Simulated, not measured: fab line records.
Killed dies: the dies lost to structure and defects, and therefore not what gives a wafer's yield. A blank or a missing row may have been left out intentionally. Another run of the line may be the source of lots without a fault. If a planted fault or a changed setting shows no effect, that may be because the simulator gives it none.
fab line records	flow sky130
[record] lots = 5	wafers = 15	last-day = 50
route steps=708 shown LDD_HVP@287 LDD_LDN@289 SPACER@304 POLY_CUT@307 SD_P@320 PAD_OPEN@708
lots that met no fault: from a run of the same line without faults
start-h: hours from the record's first day to the start of the lot's first wafer shown	wait-h: hours since the lot's step before	" same as the row above	L1.1+2: a single row standing in for several wafers	- value missing, or start not given	* or withheld: withheld	< > ~ a bound
route shown NAME@n: names a module that has steps shown in the file, with the first one's number in the route	usual: mean/standard deviation of fault-free wafers	same: alike in all rows	chamber/n: place in a boat	sites: each site's reading	_std_site: the standard deviation of these	_edge_site: mean of outer sites minus mean of inner sites	radius-mm: how far each site lies from the wafer's centre	mask NAME#n: copy n	behind: the last tool/chamber to shape the wafer	hold: the reason the lot was held/the length of the hold in hours/how it ended	device: the n, p or np transistor that did not switch	end of line: at the end of the route, the tests of the same wafers	a step with no rows: only its recipe	killed: the dies lost at the first sort to structure and to defects; this is not the yield of the wafer	map: a wafer's dies, marking killed ones x, the rest . and places with no die _
set.NAME: the setting the step ran with; set.NAME@STEP: the setting that earlier step ran with	model.NAME: the simulator's own value behind a step, which no gauge read
lots seen at some steps along the route; tables by step, rows by wafer
services: a tool's chamber out of use, with start hour (start-h, from the record's first day; less than 0 if before it), hours out, and reason
[[steps]]
[step SKY_LDD_HVP_STRIP_09]
[recipe] chemistry = O2/N2	power-w = 1400	pressure-mtorr = 1500	platen-temp-c = withheld	o2-flow-sccm = 3000	n2-flow-sccm = 300	overash-fraction = 0.5
[usual] drypump-motor-current-A = 5.72/0.26	oes-product-au = 0.408/0.0045	strip-time-to-endpoint-s = 4.141/0.016
lot.wafer	tool	chamber	start-h	wait-h	drypump-motor-current-A	oes-product-au	rf-hours-counter-h	strip-time-to-endpoint-s
L701.1	plasma-asher-02	1	525.05	0.1	5.79	0.411	86	4.149
L701.2	"	0	"	"	5.60	0.414	86	4.140
L701.3	"	0	"	"	5.60	0.408	-	4.121
L706.3	plasma-asher-04	0	577.23	0.1	5.56	0.409	-	4.134
L706.5	"	1	"	"	6.20	0.413	-	4.142
L706.6	"	0	"	"	5.58	0.416	-	4.162
L709.1	plasma-asher-04	1	588.05	0.1	6.20	0.411	16	4.135
L709.3	"	1	"	"	6.19	0.406	-	4.144
L709.6	"	1	"	"	6.20	0.405	-	4.137
L711.1	plasma-asher-02	1	594.95	0.1	5.83	0.416	93	4.138
L711.2	"	0	"	"	5.61	0.409	93	4.153
L711.4	"	1	"	"	5.78	0.414	-	4.148
L721.2	plasma-asher-03	1	685.60	0.1	5.41	0.410	85	4.105
L721.4	"	1	"	"	5.41	0.413	-	4.152
L721.5	"	0	"	"	5.65	0.404	-	4.137
[step SKY_LDD_HVP_TW_MEAS_10]
[usual] LDD_HVP_TW = 456/3.8
lot.wafer	tool	chamber	start-h	wait-h	LDD_HVP_TW
L701.1	film-metro-01	-	525.15	0.1	457
L701.2	"	-	"	"	459
L701.3	"	-	"	"	456
L706.3	film-metro-03	-	577.32	0.1	460
L706.5	"	-	"	"	461
L706.6	"	-	"	"	457
L709.1	film-metro-02	-	588.15	0.1	451
L709.3	"	-	"	"	452
L709.6	"	-	"	"	453
L711.1	film-metro-01	-	595.05	0.1	458
L711.2	"	-	"	"	460
L711.4	"	-	"	"	458
L721.2	film-metro-03	-	685.71	0.1	458
L721.4	"	-	"	"	455
L721.5	"	-	"	"	457
[step SKY_LDD_LDN_DEHYDRATE_00]
[recipe] temp-c = 200	time-s = 60
[step SKY_LDD_LDN_HMDS_01]
[recipe] prime-time-s = 60	prime-temp-c = 120
[step SKY_LDD_LDN_COAT_02]
[recipe] resist = NOVOLAK	spin-rpm = 3000	resist-thk-nm = 1140
[step SKY_LDD_LDN_SOFTBAKE_03]
[recipe] temp-c = 90	time-s = 60	resist = NOVOLAK
[step SKY_LDD_LDN_EXPOSE_04]
[recipe] mask-id = LDNTM	na = 0.6	source-shape = conventional	sigma-outer = 0.6	polarization = unpolarized	target-cd-nm = 700	dose-mj = 140
[step SKY_LDD_LDN_PEB_05]
[recipe] temp-c = withheld	time-s = *	resist = NOVOLAK
[step SKY_LDD_LDN_DEVELOP_06]
[recipe] resist = NOVOLAK	developer = TMAH	develop-time-s = 60	dev-temp-c = 23
[step SKY_LDD_LDN_OVL_MEAS_07]
[usual] LDD_LDN_OVL = 0.7/1.3
lot.wafer	tool	chamber	start-h	wait-h	LDD_LDN_OVL[nm]
L701.1	overlay-01	-	555.41	0.1	-0.5
L701.2	"	-	"	"	-1.7
L701.3	"	-	"	"	1.5
L706.3	overlay-01	-	606.88	0.1	0.3
L706.5	"	-	"	"	0.0
L706.6	"	-	"	"	1.2
L709.1	overlay-02	-	617.35	0.1	2.1
L709.3	"	-	"	"	4.0
L709.6	"	-	"	"	2.1
L711.1	overlay-02	-	622.80	0.1	0.9
L711.2	"	-	"	"	-0.3
L711.4	"	-	"	"	-1.1
L721.2	overlay-02	-	713.78	0.1	0.9
L721.4	"	-	"	"	-0.1
L721.5	"	-	"	"	-0.2
[step SKY_LDD_LDN_IMPLANT_08]
[recipe] species = As	energy-kev = 15	dose-cm2 = 1.25e+13	tilt-deg = withheld	rotation-deg = 23
[step SKY_LDD_LDN_IMPLANT_09]
[recipe] species = As	energy-kev = 14.81	dose-cm2 = 1.25e+13	tilt-deg = withheld	rotation-deg = 113
[step SKY_LDD_LDN_IMPLANT_10]
[recipe] species = As	energy-kev = 15	dose-cm2 = 1.25e+13	tilt-deg = withheld	rotation-deg = 203
lot.wafer	tool	chamber	start-h	wait-h
L701.1+2+3	implanter-02	0	555.75	0.1
L706.3+5+6	implanter-02	0	607.26	0.1
L709.1+3+6	implanter-01	0	617.69	0.1
L711.1+2+4	implanter-02	0	623.14	0.1
L721.2+4+5	implanter-02	0	714.13	0.1
[step SKY_LDD_LDN_IMPLANT_11]
[recipe] species = As	energy-kev = 15	dose-cm2 = 1.25e+13	tilt-deg = withheld	rotation-deg = 293
[step SKY_LDD_LDN_STRIP_12]
[recipe] chemistry = O2/N2	power-w = 1400	pressure-mtorr = 1500	platen-temp-c = withheld	o2-flow-sccm = 3000	n2-flow-sccm = 300	overash-fraction = 0.5
[usual] drypump-motor-current-A = 5.81/0.28	oes-product-au = 0.715/0.0048	strip-time-to-endpoint-s = 14.18/0.042
lot.wafer	tool	chamber	start-h	wait-h	drypump-motor-current-A	oes-product-au	rf-hours-counter-h	strip-time-to-endpoint-s
L701.1	plasma-asher-03	0	556.05	0.1	5.66	0.714	72	14.20
L701.2	"	1	"	"	5.42	0.711	72	14.19
L701.3	"	1	"	"	5.41	0.708	-	14.19
L706.3	plasma-asher-03	1	607.54	0.1	5.40	0.717	-	14.18
L706.5	"	1	"	"	5.41	0.713	-	14.17
L706.6	"	0	"	"	5.62	0.712	-	14.13
L709.1	plasma-asher-01	1	617.99	0.1	6.28	0.706	47	14.17
L709.3	"	1	"	"	6.28	0.728	-	14.19
L709.6	"	0	"	"	5.93	0.707	-	14.17
L711.1	plasma-asher-01	1	623.44	0.1	6.26	0.716	48	14.17
L711.2	"	0	"	"	5.97	0.714	48	14.22
L711.4	"	1	"	"	6.28	0.723	-	14.20
L721.2	plasma-asher-01	1	714.41	0.1	6.30	0.709	57	14.20
L721.4	"	0	"	"	5.97	0.718	-	14.20
L721.5	"	1	"	"	6.29	0.710	-	14.19
[step SKY_LDD_LDN_TW_MEAS_13]
[usual] LDD_LDN_TW = 1476/12
lot.wafer	tool	chamber	start-h	wait-h	LDD_LDN_TW
L701.1	film-metro-02	-	556.15	0.1	1461
L701.2	"	-	"	"	1457
L701.3	"	-	"	"	1457
L706.3	film-metro-04	-	607.63	0.1	1480
L706.5	"	-	"	"	1476
L706.6	"	-	"	"	1487
L709.1	film-metro-02	-	618.09	0.1	1456
L709.3	"	-	"	"	1455
L709.6	"	-	"	"	1458
L711.1	film-metro-04	-	623.54	0.1	1486
L711.2	"	-	"	"	1479
L711.4	"	-	"	"	1483
L721.2	film-metro-01	-	714.52	0.1	1474
L721.4	"	-	"	"	1475
L721.5	"	-	"	"	1474
[step SKY_LDD_LDN_CLEAN_14]
[recipe] chemistry = SC1/SC2	mix = 1:4:20	temp-c = 70	time-s = 150	dry = n2-spin
[step SKY_SPACER_CVD_00]
[recipe] material = Si3N4	precursor = DCS/NH3	target-thk-nm = 43.1	temp-c = 770	time-s = 740	pressure-mtorr = 250
[step SKY_SPACER_THK_MEAS_01]
[recipe] reads = Si3N4_of_SPACER_CVD_00
[usual] SPACER_CVD_00_THK = 43.4/0.36
lot.wafer	tool	chamber	start-h	wait-h	SPACER_CVD_00_THK[nm]
L701.1	film-metro-04	-	557.50	0.0	43.6
L701.2	"	-	"	"	43.5
L701.3	"	-	"	"	43.5
L706.3	film-metro-03	-	610.27	0.0	44.0
L706.5	"	-	"	"	44.1
L706.6	"	-	"	"	44.2
L709.1	film-metro-03	-	619.40	0.0	43.2
L709.3	"	-	"	"	43.4
L709.6	"	-	"	"	43.2
L711.1	film-metro-04	-	624.85	0.0	43.4
L711.2	"	-	"	"	43.3
L711.4	"	-	"	"	43.5
L721.2	film-metro-01	-	715.83	0.0	43.4
L721.4	"	-	"	"	43.0
L721.5	"	-	"	"	43.3
[step SKY_SPACER_ETCHBACK_02]
[recipe] chemistry = CH3F/O2	target = Si3N4	stop-on = SiO2	source-w = 400	bias-w = 80	pressure-mtorr = 25	ch3f-flow-sccm = 40	O2_flow_sccm = 30	time-s = 46.7	target-depth-a = 450
[usual] drypump-motor-current-A = 5.7/0.45	oes-product-au = 0.859/0.0061	rf-fwd-power-W = 395.8/1.7	throttle-valve-pct = 10.564/0.0093
lot.wafer	tool	chamber	start-h	wait-h	drypump-motor-current-A	oes-product-au	rf-fwd-power-W	rf-hours-counter-h	throttle-valve-pct
L701.1	rie-diel-04	0	557.56	0.1	6.5	0.859	395.3	80	10.559
L701.2	"	1	"	"	5.1	0.866	395.1	15	10.568
L701.3	"	3	"	"	6.1	0.862	396.4	7	10.552
L706.3	rie-diel-03	0	610.31	0.0	5.6	0.876	397.1	14	10.568
L706.5	"	1	"	"	6.2	0.870	394.3	-	10.571
L706.6	"	2	"	"	5.5	0.868	394.9	-	10.580
L709.1	rie-diel-04	1	619.46	0.1	5.1	0.856	393.0	17	10.557
L709.3	"	0	"	"	6.4	0.863	398.1	1	10.579
L709.6	"	1	"	"	5.1	0.859	392.6	-	10.580
L711.1	rie-diel-03	0	624.91	0.1	5.6	0.862	395.9	14	10.551
L711.2	"	2	"	"	5.5	0.855	395.2	2	10.546
L711.4	"	1	"	"	6.3	0.859	395.0	1	10.544
L721.2	rie-diel-03	3	715.88	0.0	5.4	0.858	394.5	1	10.557
L721.4	"	2	"	"	5.5	0.854	398.8	4	10.571
L721.5	"	1	"	"	6.2	0.859	394.8	-	10.567
[step SKY_POLY_CUT_DEHYDRATE_00]
[recipe] temp-c = 200	time-s = 60
[step SKY_POLY_CUT_HMDS_01]
[recipe] prime-time-s = 60	prime-temp-c = 120
[step SKY_POLY_CUT_COAT_02]
[recipe] resist = BARC	temp-c = withheld	time-s = withheld	spin-rpm = 3000	resist-thk-nm = 60
[step SKY_POLY_CUT_COAT_03]
[recipe] resist = KrF-thick	spin-rpm = 3000	resist-thk-nm = 450
[step SKY_POLY_CUT_SOFTBAKE_04]
[recipe] temp-c = 100	time-s = 90	resist = KrF-thick
[step SKY_POLY_CUT_EXPOSE_05]
[recipe] mask-id = NPCM	na = 0.8	source-shape = annular	sigma-inner = 0.55	sigma-outer = 0.85	target-cd-nm = 270	dose-mj = 32
[step SKY_POLY_CUT_PEB_06]
[recipe] peb-temp-c = withheld	peb-time-s = withheld	resist = KrF-thick
[step SKY_POLY_CUT_DEVELOP_07]
[recipe] develop-time-s = 60	resist = KrF-thick	dev-temp-c = 21
[step SKY_POLY_CUT_CD_MEAS_08]
[recipe] target-cd-nm = 270
[usual] cd-nm = 270.0/1.6
lot.wafer	tool	chamber	start-h	wait-h	cd-nm
L701.1	cd-sem-02	-	587.87	-	270.4
L701.2	"	-	"	"	270.1
L701.3	"	-	"	"	271.2
L706.3	cd-sem-02	-	639.19	-	270.9
L706.5	"	-	"	"	270.0
L706.6	"	-	"	"	270.1
L709.1	cd-sem-02	-	648.72	-	267.2
L709.3	"	-	"	"	268.1
L709.6	"	-	"	"	267.0
L711.1	cd-sem-02	-	653.41	-	272.9
L711.2	"	-	"	"	272.1
L711.4	"	-	"	"	270.3
L721.2	cd-sem-02	-	742.78	-	272.4
L721.4	"	-	"	"	271.6
L721.5	"	-	"	"	274.0
[step SKY_POLY_CUT_OVL_MEAS_09]
[usual] POLY_CUT_OVL = 3/6.9
lot.wafer	tool	chamber	start-h	wait-h	POLY_CUT_OVL[nm]
L701.1	overlay-01	-	587.99	0.1	-3
L701.2	"	-	"	"	-2
L701.3	"	-	"	"	-5
L706.3	overlay-01	-	639.29	0.1	-8
L706.5	"	-	"	"	-4
L706.6	"	-	"	"	-7
L709.1	overlay-01	-	648.84	0.1	8
L709.3	"	-	"	"	8
L709.6	"	-	"	"	2
L711.1	overlay-02	-	653.53	0.1	-6
L711.2	"	-	"	"	-7
L711.4	"	-	"	"	1
L721.2	overlay-02	-	742.89	0.1	-5
L721.4	"	-	"	"	1
L721.5	"	-	"	"	9
[step SKY_POLY_CUT_ETCH_10]
[recipe] chemistry = N2/H2	target = BARC	ion-energy-ev = 200	source-w = 500	bias-w = 100	pressure-mtorr = 30	n2-flow-sccm = 100	h2-flow-sccm = 200	stop-on = SiO2	time-s = 45.9	target-depth-a = 600
[step SKY_POLY_CUT_ETCH_11]
[recipe] target = Si3N4	chemistry = CF4/CH2F2/Ar	stop-on = poly-Si	source-w = 600	bias-w = 150	pressure-mtorr = 40	cf4-flow-sccm = 40	ch2f2-flow-sccm = 20	Ar_flow_sccm = 150	time-s = 42.5	target-depth-a = 600
[usual] drypump-motor-current-A = 5.7/0.45	oes-product-au = 0.831/0.0067	rf-fwd-power-W = 593.7/2.8	throttle-valve-pct = 14.994/0.0085
lot.wafer	tool	chamber	start-h	wait-h	drypump-motor-current-A	oes-product-au	rf-fwd-power-W	rf-hours-counter-h	throttle-valve-pct
L701.1	rie-diel-03	2	588.06	0.0	5.5	0.838	597.5	1	14.992
L701.2	"	0	"	"	5.6	0.846	599.1	14	14.992
L701.3	"	1	"	"	6.2	0.850	591.3	0	15.000
L706.3	rie-diel-04	0	639.35	0.0	6.4	0.835	592.2	1	14.975
L706.5	"	2	"	"	5.0	0.823	593.8	-	14.979
L706.6	"	3	"	"	6.1	0.847	596.4	-	14.988
L709.1	rie-diel-04	3	648.91	0.0	6.1	0.836	597.6	9	15.006
L709.3	"	0	"	"	6.4	0.836	595.0	2	14.989
L709.6	"	3	"	"	6.1	0.839	596.8	-	15.005
L711.1	rie-diel-04	0	653.61	0.0	6.5	0.820	592.1	2	14.987
L711.2	"	1	"	"	5.2	0.832	593.4	18	14.985
L711.4	"	3	"	"	6.1	0.828	592.2	-	14.996
L721.2	rie-diel-02	2	742.96	0.0	6.4	0.847	590.6	10	15.006
L721.4	"	3	"	"	5.7	0.836	597.4	19	14.999
L721.5	"	2	"	"	6.4	0.824	586.0	-	15.006
[step SKY_POLY_CUT_STRIP_12]
[recipe] chemistry = O2/N2	power-w = 1400	pressure-mtorr = 1500	platen-temp-c = withheld	o2-flow-sccm = 3000	n2-flow-sccm = 300	overash-fraction = 0.5
[usual] drypump-motor-current-A = 5.93/0.26	oes-product-au = 0.452/0.0045	strip-time-to-endpoint-s = 5.355/0.018
lot.wafer	tool	chamber	start-h	wait-h	drypump-motor-current-A	oes-product-au	rf-hours-counter-h	strip-time-to-endpoint-s
L701.1	plasma-asher-01	0	588.10	0.0	5.96	0.456	45	5.367
L701.2	"	1	"	"	6.29	0.456	45	5.360
L701.3	"	1	"	"	6.29	0.462	-	5.327
L706.3	plasma-asher-02	1	639.43	0.1	5.79	0.452	-	5.330
L706.5	"	1	"	"	5.78	0.451	-	5.359
L706.6	"	0	"	"	5.62	0.450	-	5.346
L709.1	plasma-asher-01	0	648.95	0.0	6.00	0.445	51	5.370
L709.3	"	1	"	"	6.26	0.454	-	5.364
L709.6	"	1	"	"	6.28	0.448	-	5.360
L711.1	plasma-asher-02	0	653.65	0.0	5.62	0.448	99	5.342
L711.2	"	1	"	"	5.73	0.455	99	5.368
L711.4	"	1	"	"	5.76	0.451	-	5.331
L721.2	plasma-asher-02	0	743.00	0.0	5.62	0.448	0	5.333
L721.4	"	1	"	"	5.80	0.452	-	5.343
L721.5	"	1	"	"	5.82	0.449	-	5.357
[step SKY_SD_P_DEHYDRATE_00]
[recipe] temp-c = 200	time-s = 60
[step SKY_SD_P_HMDS_01]
[recipe] prime-time-s = 60	prime-temp-c = 120
[step SKY_SD_P_COAT_02]
[recipe] resist = NOVOLAK	spin-rpm = 3000	resist-thk-nm = 1140
[step SKY_SD_P_SOFTBAKE_03]
[recipe] temp-c = 90	time-s = 60	resist = NOVOLAK
[step SKY_SD_P_EXPOSE_04]
[recipe] mask-id = PSDM	na = 0.6	source-shape = conventional	sigma-outer = 0.6	polarization = unpolarized	target-cd-nm = 380	dose-mj = 138
[step SKY_SD_P_PEB_05]
[recipe] temp-c = withheld	time-s = *	resist = NOVOLAK
[step SKY_SD_P_DEVELOP_06]
[recipe] resist = NOVOLAK	developer = TMAH	develop-time-s = 60	dev-temp-c = 23
[step SKY_SD_P_CD_MEAS_07]
[recipe] target-cd-nm = 380
[usual] cd-nm = 379.4/2.1
lot.wafer	tool	chamber	start-h	wait-h	cd-nm
L701.1	cd-sem-02	-	616.67	0.1	381.3
L701.2	"	-	"	"	380.5
L701.3	"	-	"	"	379.7
L706.3	cd-sem-02	-	668.69	0.1	380.3
L706.5	"	-	"	"	381.9
L706.6	"	-	"	"	383.0
L709.1	cd-sem-01	-	677.70	0.1	376.7
L709.3	"	-	"	"	375.1
L709.6	"	-	"	"	376.4
L711.1	cd-sem-01	-	682.22	0.1	379.9
L711.2	"	-	"	"	379.6
L711.4	"	-	"	"	379.0
L721.2	cd-sem-02	-	768.59	0.1	384.9
L721.4	"	-	"	"	382.7
L721.5	"	-	"	"	379.9
[step SKY_SD_P_OVL_MEAS_08]
[usual] SD_P_OVL = -0.6/1.5
lot.wafer	tool	chamber	start-h	wait-h	SD_P_OVL[nm]
L701.1	overlay-01	-	616.79	0.1	0.9
L701.2	"	-	"	"	-0.1
L701.3	"	-	"	"	0.1
L706.3	overlay-02	-	668.79	0.1	-0.2
L706.5	"	-	"	"	1.0
L706.6	"	-	"	"	1.5
L709.1	overlay-01	-	677.82	0.1	-1.5
L709.3	"	-	"	"	-1.3
L709.6	"	-	"	"	-1.1
L711.1	overlay-01	-	682.34	0.1	-1.6
L711.2	"	-	"	"	-1.2
L711.4	"	-	"	"	-1.6
L721.2	overlay-02	-	768.70	0.1	1.0
L721.4	"	-	"	"	0.6
L721.5	"	-	"	"	0.4
[step SKY_PAD_OPEN_PROBE_99]
[usual] killed_at_M0_to_M3 = 43/7.5	killed_at_M4_up = 3.0/1.6	killed-at-contacts = 23/5.8	killed-at-front-end = 14/4.8	killed-at-other = 0.3/0.52	killed-dies = 84/9.1	killed-open = 47/7.2	killed-short = 37/5.8
[same] gross-dies = 492	killed-at-back-side = 0
lot.wafer	tool	chamber	start-h	wait-h	killed_at_M0_to_M3	killed_at_M4_up	killed-at-contacts	killed-at-front-end	killed-at-other	killed-dies	killed-open	killed-short	model.etest.tip-sonos.rs-ohm-sq-range
L701.1	prober-01	-	1097.51	0.1	34	3	22	24	0	83	42	41	29.04
L701.2	prober-01	-	1097.56	0.1	50	2	23	19	0	94	44	50	46.44
L701.3	prober-01	-	1097.61	0.2	51	2	19	10	0	82	42	40	14.97
L706.3	prober-02	-	1136.22	0.2	42	3	21	11	1	78	41	37	26
L706.5	prober-02	-	1136.32	0.2	41	6	23	12	0	82	49	33	35.46
L706.6	prober-02	-	1136.37	0.2	41	1	25	11	1	79	51	28	41.78
L709.1	prober-01	-	1140.09	0.1	35	3	33	15	0	86	53	33	32.62
L709.3	prober-01	-	1140.19	0.2	42	4	28	14	0	88	38	50	34.65
L709.6	prober-01	-	1140.34	0.2	35	2	23	14	0	74	33	41	49.06
L711.1	prober-02	-	1145.13	0.1	46	1	23	11	0	81	44	37	25.73
L711.2	prober-02	-	1145.18	0.1	28	4	18	18	0	68	32	36	36.81
L711.4	prober-02	-	1145.28	0.2	38	5	11	14	0	68	33	35	39.17
L721.2	prober-02	-	1198.18	0.1	44	2	28	14	0	88	44	44	82.55
L721.4	prober-02	-	1198.28	0.2	32	3	24	16	0	75	45	30	77.63
L721.5	prober-02	-	1198.33	0.2	42	2	10	9	1	64	32	32	66.11
// killed by level:class
L701.1 VIA2:geometric-particle:open=8 FIELD_ISO:geometric-particle:short=7 METAL3:geometric-particle:short=6 LI_CONTACT:geometric-particle:short=6 CONTACT:geometric-particle:open=6 VIA3:geometric-particle:open=5 POLY_GATE:geometric-particle:short=4 POLY_GATE:geometric-particle:open=4
L701.2 VIA1:geometric-particle:open=12 METAL2:geometric-particle:short=8 CONTACT:geometric-particle:open=8 VIA1:geometric-particle:short=7 VIA3:geometric-particle:open=6 CONTACT:geometric-particle:short=6 POLY_GATE:geometric-particle:open=5 METAL1:geometric-particle:short=5
L701.3 VIA1:geometric-particle:open=12 VIA2:geometric-particle:open=9 VIA1:geometric-particle:short=7 METAL2:geometric-particle:short=7 CONTACT:geometric-particle:open=6 LI_CONTACT:geometric-particle:open=4 CONTACT:geometric-particle:short=4 VIA3:geometric-particle:open=4
L706.3 VIA1:geometric-particle:open=13 LI_CONTACT:geometric-particle:open=12 VIA1:geometric-particle:short=5 METAL2:geometric-particle:short=5 VIA3:geometric-particle:short=4 METAL1:geometric-particle:short=4 VIA3:geometric-particle:open=4 FIELD_ISO:geometric-particle:short=3
L706.5 VIA3:geometric-particle:open=13 LI_CONTACT:geometric-particle:open=10 VIA1:geometric-particle:open=9 METAL2:geometric-particle:short=8 CONTACT:geometric-particle:open=6 POLY_GATE:geometric-particle:short=3 LOCAL_INTERCONNECT:geometric-particle:short=3 METAL1:geometric-particle:short=3
L706.6 LI_CONTACT:geometric-particle:open=12 VIA1:geometric-particle:open=9 VIA3:geometric-particle:open=8 VIA2:geometric-particle:open=8 VIA1:geometric-particle:short=6 CONTACT:geometric-particle:open=5 METAL2:geometric-particle:short=5 LOCAL_INTERCONNECT:geometric-particle:short=4
L709.1 LI_CONTACT:geometric-particle:open=15 VIA2:geometric-particle:open=8 METAL2:geometric-particle:short=7 LI_CONTACT:geometric-particle:short=6 VIA3:geometric-particle:open=6 CONTACT:geometric-particle:open=5 VIA1:geometric-particle:open=5 CONTACT:geometric-particle:short=4
L709.3 LI_CONTACT:geometric-particle:open=12 VIA1:geometric-particle:open=9 POLY_GATE:geometric-particle:short=6 VIA3:geometric-particle:short=6 LOCAL_INTERCONNECT:geometric-particle:short=6 METAL2:geometric-particle:short=6 CONTACT:geometric-particle:open=5 METAL1:geometric-particle:short=5
L709.6 FIELD_ISO:geometric-particle:short=8 VIA1:geometric-particle:short=8 LI_CONTACT:geometric-particle:open=7 VIA1:geometric-particle:open=7 VIA3:geometric-particle:open=6 CONTACT:geometric-particle:short=5 CONTACT:geometric-particle:open=5 POLY_GATE:geometric-particle:short=3
L711.1 CONTACT:geometric-particle:open=9 VIA1:geometric-particle:open=8 CONTACT:geometric-particle:short=7 VIA3:geometric-particle:open=7 VIA2:geometric-particle:open=6 LI_CONTACT:geometric-particle:open=4 METAL1:geometric-particle:short=4 VIA1:geometric-particle:short=4
L711.2 CONTACT:geometric-particle:open=11 METAL1:geometric-particle:short=6 SPACER:geometric-particle:short=4 CONTACT:geometric-particle:short=4 VIA1:geometric-particle:short=4 FIELD_ISO:geometric-particle:short=3 FIELD_ISO:geometric-particle:open=3 VIA3:geometric-particle:open=3
L711.4 VIA1:geometric-particle:open=9 VIA3:geometric-particle:open=6 FIELD_ISO:geometric-particle:short=5 METAL2:geometric-particle:short=5 POLY_GATE:geometric-particle:short=4 VIA2:geometric-particle:open=4 LI_CONTACT:geometric-particle:open=3 LOCAL_INTERCONNECT:geometric-particle:short=3
L721.2 VIA1:geometric-particle:open=9 VIA3:geometric-particle:open=9 CONTACT:geometric-particle:short=8 VIA1:geometric-particle:short=8 LI_CONTACT:geometric-particle:open=7 CONTACT:geometric-particle:open=6 FIELD_ISO:geometric-particle:open=5 VIA2:geometric-particle:open=5
L721.4 CONTACT:geometric-particle:open=8 VIA1:geometric-particle:open=8 LI_CONTACT:geometric-particle:open=7 VIA2:geometric-particle:open=6 METAL3:geometric-particle:short=5 FIELD_ISO:geometric-particle:open=4 POLY_GATE:geometric-particle:open=4 FIELD_ISO:geometric-particle:short=3
L721.5 VIA1:geometric-particle:open=7 VIA3:geometric-particle:open=7 METAL2:geometric-particle:short=6 CONTACT:geometric-particle:short=4 METAL1:geometric-particle:short=4 VIA2:geometric-particle:open=4 METAL3:geometric-particle:short=4 POLY_GATE:geometric-particle:open=3
[[services]]
tool	chamber	start-h	hours	kind
rie-diel-02	1	505.64	9.8	repair
plasma-asher-01	-	509.06	10.3	pm
plasma-asher-01	-	531.64	4.3	pm
implanter-01	-	550.23	7.0	pm
plasma-asher-03	-	551.24	1.0	repair
implanter-02	-	562.60	0.7	repair
rie-diel-02	2	563.43	11.3	repair
rie-diel-02	0	572.40	2.6	repair
rie-diel-03	-	604.13	2.8	pm
rie-diel-03	3	613.01	6.2	repair
plasma-asher-02	-	614.75	4.3	pm
rie-diel-04	3	623.78	6.0	repair
rie-diel-03	3	647.13	13.2	repair
implanter-02	-	647.66	1.4	repair
plasma-asher-03	-	649.23	1.9	repair
rie-diel-04	3	674.31	8.3	repair
rie-diel-03	1	682.75	5.4	repair
rie-diel-04	2	683.51	7.9	repair
plasma-asher-04	-	684.14	0.4	repair
plasma-asher-03	-	700.42	1.3	repair
plasma-asher-03	-	704.45	2.7	repair
rie-diel-04	0	708.33	4.6	repair
plasma-asher-02	-	725.05	4.6	repair
plasma-asher-02	-	733.75	9.0	pm
[[key]]
first-sign none at tools or gauges
[model-effect] step = SKY_PAD_OPEN_PROBE_99	value = etest.tip-sonos.rs-ohm-sq-range	without = 38.2	struck = 75.43
met-at SKY_LDD_LDN_IMPLANT_10
struck-wafers L721.2,L721.4,L721.5
tester-left-out L721
onset-between 623.14 714.13
also-fits time
[fault] kind = process-parameter-drift	tool = implanter-02	chamber = -	onset-h = 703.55	steps = SKY_LDD_LDN_IMPLANT_10	channel = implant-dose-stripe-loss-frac	offset = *	shape = step	end-h = 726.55
// tester-left-out: of these lots the tester's yield and bins aren't shown, on N5 and GAA mostly nor the transistor test; their killed dies are dies lost to structure and defects alone, not to doping, threshold or leakage, so they don't give the yield
